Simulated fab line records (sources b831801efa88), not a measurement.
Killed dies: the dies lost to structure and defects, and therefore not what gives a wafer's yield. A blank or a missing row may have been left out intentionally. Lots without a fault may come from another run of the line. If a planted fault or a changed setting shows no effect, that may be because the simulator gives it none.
One fault seen from 2 desks	flow gf180mcu	only its own numbers are on each desk; what lay behind them is given at the end

## DESK OF THE TOOL OWNER: pvd sputter-02
The tool's own readings at GF_V5_SPUTTER_21 (material Ti, target thk 15 nm, time 80.02 s): means of the sampled wafers that have a number, for each lot that ran on this tool. A lot is out of limits, marked OUT, if its mean lies more than 4 standard deviations from the usual mean; the brackets give that distance.
Columns: A = throttle valve pct at GF_V5_SPUTTER_21, usual 29.5 %
lot	first seen here	A
L498	day 29 23:25	28.7
L509	day 32 20:35	29.3
L510	day 33 05:58	29.1
This desk's finding: nothing out of limits on any of the 3 lots.

## THE METROLOGY DESK
Means of the sampled wafers that have a number, per lot and without regard to the tool the lot ran on: this is what the gauges read. A lot is out of limits, marked OUT, if its mean lies more than 4 standard deviations from the usual mean; the brackets give that distance.
Columns: A = cd nm at GF_V5_CD_MEAS_14, usual 260.4 nm; B = V5_OVL at GF_V5_OVL_MEAS_15, usual 3 nm
lot	first seen here	A	B
L497	day 29 15:37	258.8	9
L498	day 29 22:36	260.2	-4
L499	day 30 08:35	262.7	7
L509	day 32 19:43	260.9	8
L510	day 33 05:11	259.0	0
L513	day 33 15:40	261.0	-3
This desk's finding: nothing out of limits on any of the 6 lots.

## TAKEN TOGETHER
The desk of the tool owner found nothing out of limits.
From the metrology desk's view, nothing was out of limits.

## WHAT THE SIMULATOR PUT IN
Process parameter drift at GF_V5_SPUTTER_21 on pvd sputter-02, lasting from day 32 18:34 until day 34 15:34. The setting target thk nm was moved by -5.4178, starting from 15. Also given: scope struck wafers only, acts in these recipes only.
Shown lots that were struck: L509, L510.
